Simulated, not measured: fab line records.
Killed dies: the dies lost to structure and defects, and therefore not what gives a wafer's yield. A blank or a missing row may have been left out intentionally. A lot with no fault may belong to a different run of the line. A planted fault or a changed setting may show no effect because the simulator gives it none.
fab line records	flow sky130
record lots=6	wafers=18	last-day=50
route steps=708 shown VT_ADJUST_LVTN@116 VT_ADJUST_NCORE@119 PAD_OPEN@708
lots untouched by any fault: they come from a run of this same line in which no faults occurred
start-h: start of the lot's first displayed wafer, in hours after the record's first day	wait-h: how many hours have passed since the lot's step before this one	" identical to the entry in the row above	L1.1+2: one row covering several wafers at once	- no value, or no start was given	* or withheld: withheld	< > ~ a bound
route shown NAME@n: a module of which the file shows steps, and the number in the route of the first	usual: mean/standard deviation taken from wafers without a fault	same: alike in all rows	chamber/n: place in a boat	sites: the reading at each site	_std_site: the standard deviation of these	_edge_site: the outer-site mean with the inner-site mean subtracted	radius-mm: for every site, how far away it sits from the centre of the wafer	mask NAME#n: copy n	behind: the most recent tool/chamber to have shaped the wafer	hold: why the lot went on hold/how many hours it stayed there/how the hold came to an end	device: names the non-switching transistor (n, p or np)	end of line: the same wafers' tests at the end of the route	step lacking rows: just its recipe	killed: count of dies lost to structure and defects at first sort (not the wafer's yield)	map: the dies of a wafer, with x for killed, . for not killed, _ for no die there
set.NAME: the run value of the setting; set.NAME@STEP: its run value at that earlier step	model.NAME: the simulator's own value behind a step, which no gauge read
lots at selected steps of the route; one table per step, one row per wafer
services: the hour from which a tool's chamber was out of use, counted from the record's first day as start-h (under 0 if before that day), plus the number of hours and why
## steps
# step SKY_VT_ADJUST_LVTN_IMPLANT_19
# recipe species=B	energy-kev=30	dose-cm2=6.5e+11	tilt-deg=withheld
# step SKY_VT_ADJUST_LVTN_STRIP_20
# recipe chemistry=O2/N2	power-w=1400	pressure-mtorr=1500	platen-temp-c=withheld	o2-flow-sccm=3000	n2-flow-sccm=300	overash-fraction=0.5
# usual drypump-motor-current-A=5.7/0.33	oes-product-au=0.716/0.0046	strip-time-to-endpoint-s=14.20/0.042
lot.wafer	tool	chamber	start-h	wait-h	drypump-motor-current-A	oes-product-au	rf-hours-counter-h	strip-time-to-endpoint-s
L451.2	plasma-asher-03	1	171.04	0.1	5.9	0.717	49	14.23
L451.3	"	0	"	"	6.0	0.724	-	14.20
L451.6	"	0	"	"	6.0	0.710	-	14.16
L457.1	plasma-asher-01	1	214.66	0.1	5.8	0.705	8	14.19
L457.2	"	0	"	"	5.9	0.716	8	14.14
L457.4	"	0	"	"	5.9	0.718	-	14.14
L460.1	plasma-asher-04	1	232.01	0.1	5.0	0.718	56	14.13
L460.5	"	1	"	"	5.0	0.708	-	14.16
L460.6	"	0	"	"	5.8	0.721	-	14.19
L461.1	plasma-asher-04	0	234.81	0.1	5.7	0.717	56	14.22
L461.4	"	1	"	"	5.0	0.721	-	14.19
L461.6	"	1	"	"	5.0	0.711	-	14.22
L463.2	plasma-asher-04	0	251.78	0.1	5.7	0.708	58	14.10
L463.3	"	0	"	"	5.7	0.721	-	14.13
L463.6	"	0	"	"	5.7	0.716	-	14.17
L471.1	plasma-asher-04	0	304.86	0.1	5.7	0.718	63	14.20
L471.5	"	1	"	"	5.0	0.721	-	14.22
L471.6	"	0	"	"	5.7	0.722	-	14.19
# step SKY_VT_ADJUST_LVTN_TW_MEAS_21
# usual VT_ADJUST_LVTN_2_TW=186.8/1.9
lot.wafer	tool	chamber	start-h	wait-h	VT_ADJUST_LVTN_2_TW
L451.2	film-metro-02	-	171.15	0.1	185.7
L451.3	"	-	"	"	185.0
L451.6	"	-	"	"	184.8
L457.1	film-metro-02	-	215.00	0.3	185.3
L457.2	"	-	"	"	185.2
L457.4	"	-	"	"	184.5
L460.1	film-metro-04	-	232.11	0.1	188.8
L460.5	"	-	"	"	188.5
L460.6	"	-	"	"	188.8
L461.1	film-metro-04	-	234.91	0.1	189.1
L461.4	"	-	"	"	188.5
L461.6	"	-	"	"	186.8
L463.2	film-metro-02	-	251.89	0.1	184.6
L463.3	"	-	"	"	184.3
L463.6	"	-	"	"	184.2
L471.1	film-metro-01	-	304.96	0.1	186.9
L471.5	"	-	"	"	187.0
L471.6	"	-	"	"	187.8
# step SKY_VT_ADJUST_NCORE_DEHYDRATE_00
# recipe temp-c=200	time-s=60
# step SKY_VT_ADJUST_NCORE_HMDS_01
# recipe prime-time-s=60	prime-temp-c=120
# step SKY_VT_ADJUST_NCORE_COAT_02
# recipe resist=NOVOLAK	spin-rpm=3000	resist-thk-nm=1140
# step SKY_VT_ADJUST_NCORE_SOFTBAKE_03
# recipe temp-c=90	time-s=60	resist=NOVOLAK
# step SKY_VT_ADJUST_NCORE_EXPOSE_04
# recipe mask-id=LVTN_COMPLEMENT_THIN	na=0.6	source-shape=conventional	sigma-outer=0.6	polarization=unpolarized	target-cd-nm=380	dose-mj=139
# step SKY_VT_ADJUST_NCORE_PEB_05
# recipe temp-c=withheld	time-s=*	resist=NOVOLAK
# step SKY_VT_ADJUST_NCORE_DEVELOP_06
# recipe resist=NOVOLAK	developer=TMAH	develop-time-s=60	dev-temp-c=23
# step SKY_VT_ADJUST_NCORE_CD_MEAS_07
# recipe target-cd-nm=380
# usual cd-nm=380.4/2.7
lot.wafer	tool	chamber	start-h	wait-h	cd-nm
L451.2	cd-sem-01	-	192.14	0.1	382.1
L451.3	"	-	"	"	381.2
L451.6	"	-	"	"	384.5
L457.1	cd-sem-02	-	237.70	0.1	375.9
L457.2	"	-	"	"	377.1
L457.4	"	-	"	"	375.9
L460.1	cd-sem-02	-	255.90	0.1	380.9
L460.5	"	-	"	"	382.6
L460.6	"	-	"	"	381.6
L461.1	cd-sem-01	-	258.65	0.1	376.9
L461.4	"	-	"	"	379.2
L461.6	"	-	"	"	382.1
L463.2	cd-sem-01	-	276.70	0.2	380.8
L463.3	"	-	"	"	377.2
L463.6	"	-	"	"	381.3
L471.1	cd-sem-02	-	330.40	0.1	377.9
L471.5	"	-	"	"	379.0
L471.6	"	-	"	"	380.8
# step SKY_VT_ADJUST_NCORE_OVL_MEAS_08
# usual VT_ADJUST_NCORE_OVL=-0.2/1.3
lot.wafer	tool	chamber	start-h	wait-h	VT_ADJUST_NCORE_OVL[nm]
L451.2	overlay-01	-	192.25	0.1	1.6
L451.3	"	-	"	"	-0.5
L451.6	"	-	"	"	-0.4
L457.1	overlay-01	-	237.82	0.1	1.0
L457.2	"	-	"	"	-0.1
L457.4	"	-	"	"	1.4
L460.1	overlay-02	-	256.02	0.1	-0.7
L460.5	"	-	"	"	-1.0
L460.6	"	-	"	"	0.7
L461.1	overlay-02	-	258.77	0.1	-2.0
L461.4	"	-	"	"	-2.7
L461.6	"	-	"	"	-1.0
L463.2	overlay-02	-	276.80	0.1	0.4
L463.3	"	-	"	"	0.5
L463.6	"	-	"	"	-0.7
L471.1	overlay-01	-	330.52	0.1	0.8
L471.5	"	-	"	"	-1.8
L471.6	"	-	"	"	-0.3
# step SKY_VT_ADJUST_NCORE_IMPLANT_09
# recipe species=B	energy-kev=10	dose-cm2=2.4e+12	tilt-deg=withheld
# usual dose-ions-cm2=2.3992e+12/2.5e+09	faraday-current-uA=13.52/0.27
lot.wafer	tool	chamber	start-h	wait-h	dose-ions-cm2	faraday-current-uA
L451.2	implanter-01	0	192.30	0.0	2.4012e+12	13.60
L451.3	"	0	"	"	2.4035e+12	13.26
L451.6	"	0	"	"	2.3998e+12	13.51
L457.1	implanter-01	0	237.85	0.0	2.3963e+12	13.67
L457.2	"	0	"	"	2.3977e+12	14.13
L457.4	"	0	"	"	2.3997e+12	13.43
L460.1	implanter-01	0	256.05	0.0	2.2415e+12	13.04
L460.5	"	0	"	"	2.2437e+12	13.00
L460.6	"	0	"	"	2.2461e+12	12.90
L461.1	implanter-03	0	258.80	0.0	2.399e+12	13.56
L461.4	"	0	"	"	2.4028e+12	13.73
L461.6	"	0	"	"	2.3988e+12	13.10
L463.2	implanter-01	0	276.89	0.1	2.2477e+12	12.60
L463.3	"	0	"	"	2.24e+12	12.54
L463.6	"	0	"	"	2.241e+12	12.47
L471.1	implanter-03	0	330.55	0.0	2.3999e+12	13.78
L471.5	"	0	"	"	2.3974e+12	13.90
L471.6	"	0	"	"	2.3997e+12	13.36
# step SKY_VT_ADJUST_NCORE_STRIP_10
# recipe chemistry=O2/N2	power-w=1400	pressure-mtorr=1500	platen-temp-c=withheld	o2-flow-sccm=3000	n2-flow-sccm=300	overash-fraction=0.5
# usual drypump-motor-current-A=5.8/0.32	oes-product-au=0.716/0.0048	strip-time-to-endpoint-s=14.20/0.038
lot.wafer	tool	chamber	start-h	wait-h	drypump-motor-current-A	oes-product-au	rf-hours-counter-h	strip-time-to-endpoint-s
L451.2	plasma-asher-02	0	192.43	0.1	6.0	0.706	35	14.13
L451.3	"	1	"	"	5.7	0.721	-	14.20
L451.6	"	0	"	"	6.1	0.713	-	14.16
L457.1	plasma-asher-03	0	238.00	0.1	6.0	0.711	56	14.17
L457.2	"	1	"	"	5.9	0.717	56	14.18
L457.4	"	0	"	"	6.0	0.711	-	14.20
L460.1	plasma-asher-04	0	256.20	0.1	5.7	0.714	58	14.13
L460.5	"	0	"	"	5.7	0.719	-	14.12
L460.6	"	1	"	"	5.0	0.716	-	14.14
L461.1	plasma-asher-02	1	258.95	0.1	5.7	0.713	41	14.21
L461.4	"	0	"	"	6.1	0.717	-	14.22
L461.6	"	0	"	"	6.1	0.720	-	14.23
L463.2	plasma-asher-02	1	277.01	0.1	5.7	0.714	42	14.15
L463.3	"	0	"	"	6.1	0.725	-	14.19
L463.6	"	1	"	"	5.7	0.717	-	14.17
L471.1	plasma-asher-04	0	330.70	0.1	5.7	0.714	66	14.23
L471.5	"	0	"	"	5.8	0.723	-	14.23
L471.6	"	1	"	"	5.0	0.712	-	14.26
# step SKY_PAD_OPEN_PROBE_99
# usual killed_at_M0_to_M3=41/6.2	killed_at_M4_up=3.0/1.7	killed-at-contacts=25/5.8	killed-at-front-end=16/4.5	killed-at-other=0.2/0.42	killed-dies=85/8.4	killed-open=46/5.9	killed-short=39/6.3
# same gross-dies=492	killed-at-back-side=0
lot.wafer	tool	chamber	start-h	wait-h	killed_at_M0_to_M3	killed_at_M4_up	killed-at-contacts	killed-at-front-end	killed-at-other	killed-dies	killed-open	killed-short	model.etest.pfet-g5v0d10v5.off-log10-a-um	model.etest.pfet-g5v0d10v5.vt-sat-v	model.etest.pfet_16v.vt-v	model.etest.pfet-g5v0d10v5.vt-v	model.etest.pfet-g5v0d10v5.vt-long-v	model.etest.nfet-g5v0d10v5.vt-sat-v	model.etest.nfet-g5v0d10v5.vt-v	model.etest.nfet_16v.vt-v
L451.2	prober-01	-	1088.71	0.1	43	2	36	12	0	93	47	46	-12.47	-0.626	-1.088	-0.823	-0.9183	0.7517	0.8067	0.7521
L451.3	prober-01	-	1088.76	0.2	45	2	26	15	0	88	46	42	-12.51	-0.6286	-1.069	-0.8221	-0.9074	0.7594	0.8173	0.7637
L451.6	prober-01	-	1088.91	0.2	36	5	32	10	0	83	48	34	-12.4	-0.6206	-1.079	-0.8146	-0.9098	0.7569	0.811	0.7518
L457.1	prober-01	-	1126.39	0.1	42	3	36	16	0	97	59	35	-13.08	-0.6645	-1.12	-0.8445	-0.9487	0.7474	0.8076	0.7569
L457.2	prober-01	-	1126.44	0.1	43	1	23	9	0	76	33	43	-12.72	-0.6551	-1.113	-0.835	-0.9423	0.7606	0.8209	0.7669
L457.4	prober-01	-	1126.54	0.2	41	3	24	13	0	81	42	37	-12.65	-0.6464	-1.111	-0.8328	-0.9375	0.7553	0.8182	0.7663
L460.1	prober-02	-	1142.77	0.1	37	2	24	11	0	74	43	31	-13.39	-0.7272	-1.19	-0.9067	-1.008	0.7398	0.8053	0.761
L460.5	prober-02	-	1142.97	0.2	54	3	16	11	1	85	50	35	-13.22	-0.7188	-1.18	-0.8993	-0.9945	0.7435	0.8082	0.759
L460.6	prober-02	-	1143.02	0.2	46	2	22	17	0	87	42	45	-13.34	-0.736	-1.19	-0.915	-1.005	0.7324	0.7966	0.7499
L461.1	prober-01	-	1145.96	0.1	47	2	27	16	0	92	50	42	-12.4	-0.6243	-1.074	-0.8204	-0.9127	0.7678	0.823	0.7653
L461.4	prober-01	-	1146.11	0.2	41	7	23	21	0	92	48	44	-12.39	-0.6202	-1.077	-0.8271	-0.9157	0.767	0.8226	0.7673
L461.6	prober-01	-	1146.21	0.2	41	3	20	23	0	87	55	32	-12.27	-0.6086	-1.073	-0.8155	-0.9125	0.7596	0.816	0.758
L463.2	prober-01	-	1159.91	0.1	38	2	20	14	0	74	45	28	-13.36	-0.7205	-1.171	-0.8994	-0.9905	0.7571	0.8169	0.7554
L463.3	prober-01	-	1159.96	0.2	32	5	32	18	1	88	52	35	-13.32	-0.7192	-1.167	-0.8962	-0.9965	0.7549	0.8158	0.7621
L463.6	prober-01	-	1160.11	0.2	51	1	28	14	0	94	48	46	-13.21	-0.7026	-1.169	-0.8795	-0.9879	0.7493	0.8089	0.7507
L471.1	prober-01	-	1191.57	0.1	33	4	27	19	0	83	43	40	-12.21	-0.5974	-1.077	-0.8089	-0.9105	0.7665	0.8263	0.7721
L471.5	prober-01	-	1191.77	0.2	34	2	22	21	0	79	43	36	-12.37	-0.615	-1.077	-0.8222	-0.9015	0.7768	0.8348	0.785
L471.6	prober-01	-	1191.82	0.2	43	1	23	13	1	81	39	41	-12.22	-0.6055	-1.073	-0.8142	-0.9104	0.7629	0.8246	0.775
# killed by level:class
L451.2 CONTACT:geometric-particle:open=14 VIA1:geometric-particle:open=13 CONTACT:geometric-particle:short=8 LOCAL_INTERCONNECT:geometric-particle:short=7 METAL2:geometric-particle:short=7 LI_CONTACT:geometric-particle:open=5 VIA1:geometric-particle:short=5 VIA2:geometric-particle:open=5
L451.3 CONTACT:geometric-particle:open=15 VIA1:geometric-particle:open=12 METAL1:geometric-particle:short=7 FIELD_ISO:geometric-particle:open=6 LOCAL_INTERCONNECT:geometric-particle:short=6 METAL3:geometric-particle:short=6 VIA1:geometric-particle:short=4 METAL2:geometric-particle:short=4
L451.6 LI_CONTACT:geometric-particle:open=12 VIA1:geometric-particle:open=11 LOCAL_INTERCONNECT:geometric-particle:short=7 CONTACT:geometric-particle:short=7 CONTACT:geometric-particle:open=6 VIA2:geometric-particle:open=6 VIA3:geometric-particle:open=5 POLY_GATE:geometric-particle:short=4
L457.1 CONTACT:geometric-particle:open=17 VIA1:geometric-particle:open=8 LI_CONTACT:geometric-particle:open=8 VIA2:geometric-particle:open=8 VIA1:geometric-particle:short=6 VIA3:geometric-particle:open=6 POLY_GATE:geometric-particle:open=5 CONTACT:geometric-particle:short=5
L457.2 METAL2:geometric-particle:short=11 METAL1:geometric-particle:short=8 VIA1:geometric-particle:open=7 LI_CONTACT:geometric-particle:open=5 CONTACT:geometric-particle:open=5 VIA3:geometric-particle:open=5 CONTACT:geometric-particle:short=4 VIA1:geometric-particle:short=4
L457.4 CONTACT:geometric-particle:open=9 VIA1:geometric-particle:open=9 LI_CONTACT:geometric-particle:open=8 METAL1:geometric-particle:short=8 METAL2:geometric-particle:short=7 POLY_GATE:geometric-particle:open=5 VIA2:geometric-particle:open=5 LI_CONTACT:geometric-particle:short=4
L460.1 VIA1:geometric-particle:open=9 VIA3:geometric-particle:open=8 LI_CONTACT:geometric-particle:open=7 CONTACT:geometric-particle:open=7 CONTACT:geometric-particle:short=6 METAL1:geometric-particle:short=3 VIA1:geometric-particle:short=3 VIA2:geometric-particle:open=3
L460.5 VIA3:geometric-particle:open=15 VIA1:geometric-particle:open=11 CONTACT:geometric-particle:open=8 VIA2:geometric-particle:open=8 METAL2:geometric-particle:short=5 METAL3:geometric-particle:short=4 POLY_GATE:geometric-particle:short=3 LOCAL_INTERCONNECT:geometric-particle:short=3
L460.6 CONTACT:geometric-particle:open=11 VIA1:geometric-particle:open=9 METAL1:geometric-particle:short=6 VIA2:geometric-particle:open=6 POLY_GATE:geometric-particle:short=5 CONTACT:geometric-particle:short=5 VIA2:geometric-particle:short=5 VIA3:geometric-particle:open=5
L461.1 VIA1:geometric-particle:open=14 CONTACT:geometric-particle:open=11 VIA1:geometric-particle:short=7 VIA2:geometric-particle:open=7 FIELD_ISO:geometric-particle:short=6 FIELD_ISO:geometric-particle:open=4 LOCAL_INTERCONNECT:geometric-particle:short=4 LOCAL_INTERCONNECT:geometric-particle:open=4
L461.4 CONTACT:geometric-particle:open=10 VIA1:geometric-particle:open=9 FIELD_ISO:geometric-particle:open=7 METAL4:geometric-particle:short=7 LI_CONTACT:geometric-particle:open=6 VIA3:geometric-particle:open=6 METAL2:geometric-particle:short=6 FIELD_ISO:geometric-particle:short=5
L461.6 FIELD_ISO:geometric-particle:open=13 VIA1:geometric-particle:open=11 CONTACT:geometric-particle:open=9 VIA3:geometric-particle:open=7 LI_CONTACT:geometric-particle:open=6 FIELD_ISO:geometric-particle:short=5 VIA1:geometric-particle:short=5 METAL1:geometric-particle:short=4
L463.2 VIA1:geometric-particle:open=8 LI_CONTACT:geometric-particle:open=7 CONTACT:geometric-particle:open=7 VIA3:geometric-particle:open=6 VIA2:geometric-particle:open=5 FIELD_ISO:geometric-particle:open=4 FIELD_ISO:geometric-particle:short=4 METAL1:geometric-particle:short=4
L463.3 CONTACT:geometric-particle:open=12 LI_CONTACT:geometric-particle:open=9 VIA1:geometric-particle:open=7 VIA3:geometric-particle:open=6 CONTACT:geometric-particle:short=5 METAL1:geometric-particle:short=5 METAL4:geometric-particle:short=5 POLY_GATE:geometric-particle:short=4
L463.6 LI_CONTACT:geometric-particle:open=12 VIA1:geometric-particle:open=10 METAL2:geometric-particle:short=8 METAL3:geometric-particle:short=8 CONTACT:geometric-particle:open=7 METAL1:geometric-particle:short=6 LOCAL_INTERCONNECT:geometric-particle:short=5 VIA1:geometric-particle:short=5
L471.1 LI_CONTACT:geometric-particle:open=8 CONTACT:geometric-particle:open=7 VIA1:geometric-particle:open=7 FIELD_ISO:geometric-particle:short=6 FIELD_ISO:geometric-particle:open=5 LOCAL_INTERCONNECT:geometric-particle:short=5 METAL2:geometric-particle:short=5 VIA2:geometric-particle:short=5
L471.5 CONTACT:geometric-particle:open=12 FIELD_ISO:geometric-particle:open=7 VIA2:geometric-particle:open=7 FIELD_ISO:geometric-particle:short=6 VIA1:geometric-particle:open=6 CONTACT:geometric-particle:short=5 VIA1:geometric-particle:short=5 VIA3:geometric-particle:open=5
L471.6 CONTACT:geometric-particle:open=11 VIA1:geometric-particle:open=10 METAL1:geometric-particle:short=9 LI_CONTACT:geometric-particle:open=5 VIA3:geometric-particle:open=5 FIELD_ISO:geometric-particle:short=4 POLY_GATE:geometric-particle:short=4 VIA3:geometric-particle:short=4
## services
tool	chamber	start-h	hours	kind
implanter-01	-	151.16	2.9	repair
plasma-asher-01	-	163.35	1.4	repair
plasma-asher-04	-	176.56	2.9	repair
plasma-asher-04	-	224.98	0.9	repair
plasma-asher-02	-	248.44	1.8	repair
plasma-asher-02	-	248.92	3.6	repair
implanter-03	-	273.62	3.8	repair
plasma-asher-02	-	292.92	0.7	repair
plasma-asher-03	-	295.31	8.8	repair
implanter-01	-	313.37	5.2	repair
plasma-asher-01	-	325.24	2.8	repair
## key
first-sign step=SKY_VT_ADJUST_NCORE_IMPLANT_09	reading=dose-ions-cm2	direction=down	sigmas=62	usual=*	struck=*
effect step=SKY_VT_ADJUST_NCORE_IMPLANT_09	reading=faraday-current-uA	direction=down	sigmas=2.8	usual=13.52	struck=12.76
model-effect step=SKY_PAD_OPEN_PROBE_99	value=etest.pfet-g5v0d10v5.off-log10-a-um	without=-12.69	struck=-13.31
met-at SKY_VT_ADJUST_NCORE_IMPLANT_09
struck-wafers L460.1,L460.5,L460.6,L463.2,L463.3,L463.6
tester-left-out L460,L463
onset-between 237.85 256.05
fault kind=process-parameter-drift	tool=implanter-01	chamber=-	onset-h=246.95	steps=SKY_VT_ADJUST_NCORE_IMPLANT_09	channel=dose-cm2	offset=*	shape=step	end-h=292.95	acts-in=*	stated=*
# tester-left-out: of these lots the tester's yield and bins aren't shown, on N5 and GAA mostly nor the transistor test; their killed dies are dies lost to structure and defects alone, not to doping, threshold or leakage, so they don't give the yield
